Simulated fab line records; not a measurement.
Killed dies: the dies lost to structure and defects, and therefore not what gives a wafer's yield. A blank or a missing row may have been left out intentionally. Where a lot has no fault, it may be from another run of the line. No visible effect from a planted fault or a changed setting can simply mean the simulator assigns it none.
fab line records + flow sky130
record
- lots=5
- wafers=15
- lastDay=50
route steps=708 shown CAPM@547 METAL3@555
lots untouched by any fault: they come from a run of this same line in which no faults occurred
startH: hours from the record's first day to the start of the lot's first wafer shown + waitH: hours elapsed since this lot's preceding step + " the same as in the row above + L1.1+2: one row covering several wafers at once + - either no value or no given start + * or withheld: withheld + < > ~ a bound
route shown NAME@n: NAME is a module with steps in the file, n the number in the route of the first one + usual: mean/standard deviation taken from wafers without a fault + same: alike in all rows + chamber/n: place in a boat + sites: each site's reading + _std_site: the values' standard deviation + _edge_site: outer sites' mean less inner sites' + radiusMm: for every site, how far away it sits from the centre of the wafer + mask NAME#n: copy n + behind: the most recent tool/chamber to have shaped the wafer + hold: cause of the lot's hold/its duration in hours/its outcome + device: which transistor (n, p or np) failed to switch + end of line: tests run on the same wafers once the route is complete + where a step has no rows: the recipe by itself + killed: dies that structure and defects cost at the first sort, which is not the same as the wafer's yield + map: per-die view of a wafer (x killed, . not killed, _ where there is no die)
set.NAME: the setting that was run; set.NAME@STEP: the one run at that earlier step + model.NAME: the simulator's own value behind a step, which no gauge read
lots seen at some steps along the route; tables by step, rows by wafer
services: a tool's chamber out of use, with start hour (startH, from the record's first day; less than 0 if before it), hours out, and reason
## steps
# step SKY_CAPM_PEB_10
# recipe
- tempC=withheld
- timeS=*
- resist=NOVOLAK
| lot.wafer  | tool          | chamber | startH | waitH |
|------------|---------------|---------|--------|-------|
| L076.3+4+5 | lithoTrack-04 | 0       | -      | -     |
| L077.3+5+6 | lithoTrack-04 | 0       | -      | -     |
| L083.2+3+4 | lithoTrack-04 | 0       | -      | -     |
| L090.1+4+6 | lithoTrack-03 | 0       | -      | -     |
| L095.1+4+6 | lithoTrack-03 | 0       | -      | -     |
# step SKY_CAPM_DEVELOP_11
# recipe
- resist=NOVOLAK
- developer=TMAH
- developTimeS=60
- devTempC=23
| lot.wafer  | tool          | chamber | startH  | waitH |
|------------|---------------|---------|---------|-------|
| L076.3+4+5 | lithoTrack-04 | 0       | 905.54  | 0.1   |
| L077.3+5+6 | lithoTrack-04 | 0       | 908.99  | 0.1   |
| L083.2+3+4 | lithoTrack-04 | 0       | 940.32  | 0.1   |
| L090.1+4+6 | lithoTrack-03 | 0       | 991.37  | 0.1   |
| L095.1+4+6 | lithoTrack-03 | 0       | 1023.12 | 0.1   |
# step SKY_CAPM_OVL_MEAS_12
# usual
- CAPM_OVL=0.2/1.2
| lot.wafer | tool       | chamber | startH  | waitH | CAPM_OVL[nm] |
|-----------|------------|---------|---------|-------|--------------|
| L076.3    | overlay-01 | -       | 905.66  | 0.1   | 0.0          |
| L076.4    | "          | -       | "       | "     | -0.7         |
| L076.5    | "          | -       | "       | "     | 1.1          |
| L077.3    | overlay-01 | -       | 909.11  | 0.1   | -3.0         |
| L077.5    | "          | -       | "       | "     | -0.7         |
| L077.6    | "          | -       | "       | "     | -0.1         |
| L083.2    | overlay-02 | -       | 940.45  | 0.1   | 0.7          |
| L083.3    | "          | -       | "       | "     | 0.3          |
| L083.4    | "          | -       | "       | "     | -0.9         |
| L090.1    | overlay-01 | -       | 991.52  | 0.1   | 0.0          |
| L090.4    | "          | -       | "       | "     | 1.7          |
| L090.6    | "          | -       | "       | "     | 3.7          |
| L095.1    | overlay-01 | -       | 1023.27 | 0.1   | -0.9         |
| L095.4    | "          | -       | "       | "     | 0.2          |
| L095.6    | "          | -       | "       | "     | -2.3         |
# step SKY_CAPM_METAL_ETCH_13
# recipe
- targetDepthNm=220
- stopOn=SiO2
- chemistry=Cl2/BCl3
- target=TiN
- pressureMtorr=10
- icpW=900
- biasW=48.5
- Cl2_flow_sccm=60
- bcl3FlowSccm=30
- timeS=62.9
# usual
- drypumpMotorCurrentA=5.6/0.43
- oesProductAu=0.940/0.0063
- throttleValvePct=21.901/0.0095
| lot.wafer | tool        | chamber | startH  | waitH | drypumpMotorCurrentA | oesProductAu | rfHoursCounterH | throttleValvePct |
|-----------|-------------|---------|---------|-------|----------------------|--------------|-----------------|------------------|
| L076.3    | rieMetal-04 | 1       | 905.71  | 0.0   | 5.4                  | 0.933        | -               | 21.886           |
| L076.4    | "           | 0       | "       | "     | 6.0                  | 0.936        | -               | 21.910           |
| L076.5    | "           | 1       | "       | "     | 5.3                  | 0.932        | -               | 21.901           |
| L077.3    | rieMetal-03 | 0       | 909.16  | 0.0   | 5.6                  | 0.935        | -               | 21.894           |
| L077.5    | "           | 0       | "       | "     | 5.6                  | 0.925        | -               | 21.891           |
| L077.6    | "           | 1       | "       | "     | 5.0                  | 0.935        | -               | 21.898           |
| L083.2    | rieMetal-04 | 0       | 940.48  | 0.0   | 6.0                  | 0.927        | 0               | 21.913           |
| L083.3    | "           | 1       | "       | "     | 5.4                  | 0.931        | -               | 21.915           |
| L083.4    | "           | 0       | "       | "     | 6.0                  | 0.940        | -               | 21.908           |
| L090.1    | rieMetal-01 | 1       | 991.56  | 0.0   | 5.1                  | 0.932        | 10              | 21.912           |
| L090.4    | "           | 0       | "       | "     | 6.1                  | 0.942        | -               | 21.888           |
| L090.6    | "           | 0       | "       | "     | 6.1                  | 0.925        | -               | 21.897           |
| L095.1    | rieMetal-04 | 1       | 1023.31 | 0.0   | 5.4                  | 0.939        | 17              | 21.894           |
| L095.4    | "           | 1       | "       | "     | 5.4                  | 0.941        | -               | 21.900           |
| L095.6    | "           | 1       | "       | "     | 5.4                  | 0.945        | -               | 21.907           |
# step SKY_CAPM_STRIP_14
# recipe
- chemistry=O2/N2
- powerW=1400
- pressureMtorr=1500
- platenTempC=withheld
- o2FlowSccm=3000
- n2FlowSccm=300
- overashFraction=0.5
# usual
- drypumpMotorCurrentA=5.8/0.39
- oesProductAu=0.710/0.005
- stripTimeToEndpointS=12.68/0.036
| lot.wafer | tool           | chamber | startH  | waitH | drypumpMotorCurrentA | oesProductAu | rfHoursCounterH | stripTimeToEndpointS |
|-----------|----------------|---------|---------|-------|----------------------|--------------|-----------------|----------------------|
| L076.3    | plasmaAsher-01 | 1       | 905.79  | 0.1   | 5.6                  | 0.705        | -               | 12.70                |
| L076.4    | "              | 0       | "       | "     | 6.2                  | 0.708        | -               | 12.66                |
| L076.5    | "              | 1       | "       | "     | 5.6                  | 0.713        | -               | 12.71                |
| L077.3    | plasmaAsher-02 | 0       | 909.24  | 0.1   | 5.8                  | 0.715        | -               | 12.66                |
| L077.5    | "              | 1       | "       | "     | 6.1                  | 0.711        | -               | 12.67                |
| L077.6    | "              | 0       | "       | "     | 5.8                  | 0.709        | -               | 12.72                |
| L083.2    | plasmaAsher-04 | 0       | 940.56  | 0.1   | 5.8                  | 0.707        | 50              | 12.70                |
| L083.3    | "              | 0       | "       | "     | 5.8                  | 0.717        | -               | 12.72                |
| L083.4    | "              | 1       | "       | "     | 4.9                  | 0.712        | -               | 12.69                |
| L090.1    | plasmaAsher-01 | 1       | 991.63  | 0.1   | 5.6                  | 0.709        | 113             | 12.64                |
| L090.4    | "              | 0       | "       | "     | 6.2                  | 0.706        | -               | 12.68                |
| L090.6    | "              | 1       | "       | "     | 5.6                  | 0.711        | -               | 12.63                |
| L095.1    | plasmaAsher-04 | 1       | 1023.38 | 0.1   | 4.9                  | 0.708        | 59              | 12.65                |
| L095.4    | "              | 0       | "       | "     | 5.8                  | 0.713        | -               | 12.63                |
| L095.6    | "              | 0       | "       | "     | 5.8                  | 0.710        | -               | 12.67                |
# step SKY_CAPM_STRIP_15
# recipe
- chemistry=postEtchResidueRemover
- timeS=1200
- tempC=72.5
| lot.wafer  | tool        | chamber | startH  | waitH |
|------------|-------------|---------|---------|-------|
| L076.3+4+5 | wetBench-04 | 0       | 905.86  | 0.0   |
| L077.3+5+6 | wetBench-02 | 1       | 909.31  | 0.0   |
| L083.2+3+4 | wetBench-01 | 0       | 940.66  | 0.1   |
| L090.1+4+6 | wetBench-02 | 0       | 991.73  | 0.1   |
| L095.1+4+6 | wetBench-04 | 2       | 1023.52 | 0.1   |
# step SKY_CAPM_CLEAN_16
# recipe
- chemistry=IPA
- timeS=180
- tempC=25
| lot.wafer  | tool        | chamber | startH  | waitH |
|------------|-------------|---------|---------|-------|
| L076.3+4+5 | wetBench-01 | 0       | 906.20  | 0.0   |
| L077.3+5+6 | wetBench-02 | 1       | 909.68  | 0.0   |
| L083.2+3+4 | wetBench-02 | 1       | 941.00  | 0.0   |
| L090.1+4+6 | wetBench-01 | 2       | 992.11  | 0.0   |
| L095.1+4+6 | wetBench-02 | 1       | 1023.90 | 0.0   |
# step SKY_CAPM_CLEAN_17
# recipe
- chemistry=O3/DIW
- dry=n2Spin
| lot.wafer  | tool        | chamber | startH  | waitH |
|------------|-------------|---------|---------|-------|
| L076.3+4+5 | wetBench-04 | 2       | 906.26  | 0.0   |
| L077.3+5+6 | wetBench-04 | 2       | 909.74  | 0.0   |
| L083.2+3+4 | wetBench-04 | 1       | 941.06  | 0.0   |
| L090.1+4+6 | wetBench-04 | 0       | 992.16  | 0.0   |
| L095.1+4+6 | wetBench-01 | 1       | 1023.95 | 0.0   |
# step SKY_METAL3_DEHYDRATE_05
# recipe
- tempC=200
- timeS=60
# usual
- plateTempC=200.00/0.16
| lot.wafer | tool          | chamber | startH  | waitH | plateTempC |
|-----------|---------------|---------|---------|-------|------------|
| L076.3    | lithoTrack-01 | 0       | 918.40  | 12.1  | 199.81     |
| L076.4    | "             | 0       | "       | "     | 199.94     |
| L076.5    | "             | 0       | "       | "     | 199.91     |
| L077.3    | lithoTrack-02 | 0       | 921.79  | 12.0  | 200.10     |
| L077.5    | "             | 0       | "       | "     | 200.20     |
| L077.6    | "             | 0       | "       | "     | 200.14     |
| L083.2    | lithoTrack-01 | 0       | 952.18  | 11.0  | 200.16     |
| L083.3    | "             | 0       | "       | "     | 199.94     |
| L083.4    | "             | 0       | "       | "     | 199.68     |
| L090.1    | lithoTrack-02 | 0       | 1001.89 | 9.6   | 199.98     |
| L090.4    | "             | 0       | "       | "     | 200.09     |
| L090.6    | "             | 0       | "       | "     | 199.94     |
| L095.1    | lithoTrack-01 | 0       | 1035.95 | 11.9  | 200.34     |
| L095.4    | "             | 0       | "       | "     | 200.27     |
| L095.6    | "             | 0       | "       | "     | 199.88     |
# step SKY_METAL3_HMDS_06
# recipe
- primeTimeS=60
- primeTempC=120
| lot.wafer  | tool          | chamber | startH  | waitH |
|------------|---------------|---------|---------|-------|
| L076.3+4+5 | lithoTrack-01 | 0       | 918.55  | 0.1   |
| L077.3+5+6 | lithoTrack-02 | 0       | 921.94  | 0.1   |
| L083.2+3+4 | lithoTrack-01 | 0       | 952.33  | 0.1   |
| L090.1+4+6 | lithoTrack-02 | 0       | 1002.04 | 0.1   |
| L095.1+4+6 | lithoTrack-01 | 0       | 1036.10 | 0.1   |
# step SKY_METAL3_COAT_07
# recipe
- resist=BARC
- tempC=withheld
- timeS=withheld
- spinRpm=3000
- resistThkNm=60
| lot.wafer  | tool          | chamber | startH  | waitH |
|------------|---------------|---------|---------|-------|
| L076.3+4+5 | lithoTrack-01 | 0       | 918.70  | 0.1   |
| L077.3+5+6 | lithoTrack-02 | 0       | 922.09  | 0.1   |
| L083.2+3+4 | lithoTrack-01 | 0       | 952.48  | 0.1   |
| L090.1+4+6 | lithoTrack-02 | 0       | 1002.19 | 0.1   |
| L095.1+4+6 | lithoTrack-01 | 0       | 1036.25 | 0.1   |
# step SKY_METAL3_COAT_08
# recipe
- resist=KrF-thick
- spinRpm=3000
- resistThkNm=1140
| lot.wafer  | tool          | chamber | startH | waitH |
|------------|---------------|---------|--------|-------|
| L076.3+4+5 | lithoTrack-01 | 0       | -      | -     |
| L077.3+5+6 | lithoTrack-02 | 0       | -      | -     |
| L083.2+3+4 | lithoTrack-01 | 0       | -      | -     |
| L090.1+4+6 | lithoTrack-02 | 0       | -      | -     |
| L095.1+4+6 | lithoTrack-01 | 0       | -      | -     |
# step SKY_METAL3_SOFTBAKE_09
# recipe
- tempC=100
- timeS=90
- resist=KrF-thick
# usual
- plateTempC=99.96/0.12
| lot.wafer | tool          | chamber | startH | waitH | plateTempC |
|-----------|---------------|---------|--------|-------|------------|
| L076.3    | lithoTrack-01 | 0       | -      | -     | 99.92      |
| L076.4    | "             | 0       | "      | "     | 99.90      |
| L076.5    | "             | 0       | "      | "     | 99.73      |
| L077.3    | lithoTrack-02 | 0       | -      | -     | 99.93      |
| L077.5    | "             | 0       | "      | "     | 99.92      |
| L077.6    | "             | 0       | "      | "     | 100.03     |
| L083.2    | lithoTrack-01 | 0       | -      | -     | 100.01     |
| L083.3    | "             | 0       | "      | "     | 100.02     |
| L083.4    | "             | 0       | "      | "     | 99.99      |
| L090.1    | lithoTrack-02 | 0       | -      | -     | 99.91      |
| L090.4    | "             | 0       | "      | "     | 99.99      |
| L090.6    | "             | 0       | "      | "     | 100.06     |
| L095.1    | lithoTrack-01 | 0       | -      | -     | 100.08     |
| L095.4    | "             | 0       | "      | "     | 100.24     |
| L095.6    | "             | 0       | "      | "     | 99.99      |
## services
| tool           | chamber | startH  | hours | kind                     |
|----------------|---------|---------|-------|--------------------------|
| wetBench-01    | -       | 906.45  | 5.2   | repair                   |
| rieMetal-04    | 0       | 916.68  | -     | clean                    |
| rieMetal-04    | 0       | 916.68  | 22.6  | scheduledDown            |
| rieMetal-04    | 0       | 916.68  | 22.6  | ventCycle                |
| plasmaAsher-01 | -       | 925.50  | 15.6  | pm                       |
| rieMetal-03    | -       | 941.03  | 0.8   | repair                   |
| rieMetal-01    | -       | 958.34  | 0.7   | repair                   |
| wetBench-01    | -       | 968.02  | 1.8   | repair                   |
| rieMetal-01    | 0       | 969.07  | 10.7  | repair                   |
| lithoTrack-02  | -       | 975.91  | -     | consumableReplace:filter |
| rieMetal-03    | -       | 986.43  | 14.6  | pm                       |
| plasmaAsher-02 | -       | 1004.51 | 6.5   | repair                   |
| plasmaAsher-01 | -       | 1014.94 | 0.6   | repair                   |
| lithoTrack-01  | -       | 1018.43 | -     | consumableReplace:filter |
| plasmaAsher-01 | -       | 1033.46 | 2.8   | pm                       |
## key
fault none
